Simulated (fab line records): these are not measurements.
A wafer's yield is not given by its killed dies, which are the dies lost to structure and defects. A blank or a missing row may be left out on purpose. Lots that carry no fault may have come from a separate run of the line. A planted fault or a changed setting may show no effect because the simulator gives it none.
Which tool was responsible? -- flow gf180mcu -- Sampling: 14 lots, 42 wafers, 3 of 602 route steps

WHAT EACH GAUGE READ, for each wafer
GF_M3_CD_MEAS_14: target cd 280 nm. Usual: 280.0 nm for cdNm, sd 1.4.
lot,measured,on,cdNm (nm),flag
L351,day 21 04:47,cdSem-01,278.6 278.8 279.2,
L352,day 21 16:43,cdSem-02,280.4 279.7 280.0,
L353,day 21 18:56,cdSem-01,280.5 281.2 281.2,
L354,day 22 12:07,cdSem-02,280.0 280.1 279.6,
L355,day 22 22:54,cdSem-01,279.6 279.5 278.7,
L356,day 23 12:05,cdSem-02,281.6 280.5 281.5,
L357,day 23 15:14,cdSem-02,278.6 277.9 278.7,
L359,day 24 09:59,cdSem-02,282.4 281.4 281.9,
L363,day 25 14:59,cdSem-01,282.3 283.1 281.8,
L364,day 26 00:11,cdSem-02,279.7 280.2 278.5,
L365,day 26 05:13,cdSem-01,280.1 279.6 281.2,
L370,day 27 17:46,cdSem-02,281.7 282.8 282.2,
L373,day 28 13:28,cdSem-02,278.6 276.8 278.0,
L374,day 28 19:56,cdSem-02,279.8 279.7 278.6,

GF_V3_THK_MEAS_01. Usual: V3_CVD_00_THK 599 nm, standard deviation 6.8.
lot,measured,on,V3_CVD_00_THK (nm),flag
L351,day 21 05:40,filmMetro-01,596 605 588,
L352,day 21 17:35,filmMetro-01,596 597 603,
L353,day 21 19:58,filmMetro-04,608 604 610,
L354,day 22 13:02,filmMetro-01,592 590 598,
L355,day 22 23:47,filmMetro-04,602 610 602,
L356,day 23 12:59,filmMetro-04,599 600 602,
L357,day 23 16:07,filmMetro-04,604 601 598,
L359,day 24 10:56,filmMetro-04,599 596 596,
L363,day 25 15:59,filmMetro-01,605 605 614,
L364,day 26 01:34,filmMetro-04,592 603 593,
L365,day 26 06:05,filmMetro-02,587 585 588,
L370,day 27 18:42,filmMetro-01,605 595 589,
L373,day 28 14:22,filmMetro-01,596 599 598,
L374,day 28 20:50,filmMetro-04,599 597 597,

EACH LOT AND THE TOOL THAT RAN IT (in order: tool; ch and the chambers of the sampled wafers; start)
lot,GF_M3_SPUTTER_03
L351,"pvdSputter-02, day 20 04:49"
L352,"pvdSputter-02, day 20 16:16"
L353,"pvdSputter-04, day 20 19:16"
L354,"pvdSputter-01, day 21 12:45"
L355,"pvdSputter-04, day 21 23:47"
L356,"pvdSputter-01, day 22 13:17"
L357,"pvdSputter-02, day 22 16:13"
L359,"pvdSputter-04, day 23 12:09"
L363,"pvdSputter-02, day 24 17:49"
L364,"pvdSputter-02, day 25 03:11"
L365,"pvdSputter-04, day 25 07:57"
L370,"pvdSputter-04, day 26 21:39"
L373,"pvdSputter-02, day 27 17:27"
L374,"pvdSputter-02, day 28 00:23"
- GF_M3_SPUTTER_03: material Ti, target thk 10 nm, time 6.7 s.

WHAT THE TOOLS THEMSELVES READ (means of the sampled wafers that have a number; where no wafer has one, the mark that the record gives instead)
GF_M3_SPUTTER_03. Usual: 29.3 % for throttleValvePct, sd 1.1.
lot,tool,throttleValvePct (%),flag
L351,pvdSputter-02,28.8,
L352,pvdSputter-02,28.9,
L353,pvdSputter-04,28.6,
L354,pvdSputter-01,30.4,
L355,pvdSputter-04,28.9,
L356,pvdSputter-01,30.2,
L357,pvdSputter-02,29.2,
L359,pvdSputter-04,29.4,
L363,pvdSputter-02,28.8,
L364,pvdSputter-02,30.0,
L365,pvdSputter-04,29.0,
L370,pvdSputter-04,29.2,
L373,pvdSputter-02,29.9,
L374,pvdSputter-02,29.9,

THE ANSWER, worked out from the rows above alone
Rule: a lot counts as off when the mean over its wafers that have a number is more than 3 standard deviations away from the usual mean. Also off: a lot with no number at a reading for which 4 or more lots have one. Any other lot the step has rows for is counted as sound. The gauges are gone through in route order, then the tools' own readings, and for those a lot's mean is taken as printed above. The first step at which some lot is off is used, and at that step the reading that is off furthest; a lot without a number counts as furthest.
Across all readings shown, no lot is off: no conclusion can be drawn from this.

WHAT WAS PUT IN BY THE SIMULATOR
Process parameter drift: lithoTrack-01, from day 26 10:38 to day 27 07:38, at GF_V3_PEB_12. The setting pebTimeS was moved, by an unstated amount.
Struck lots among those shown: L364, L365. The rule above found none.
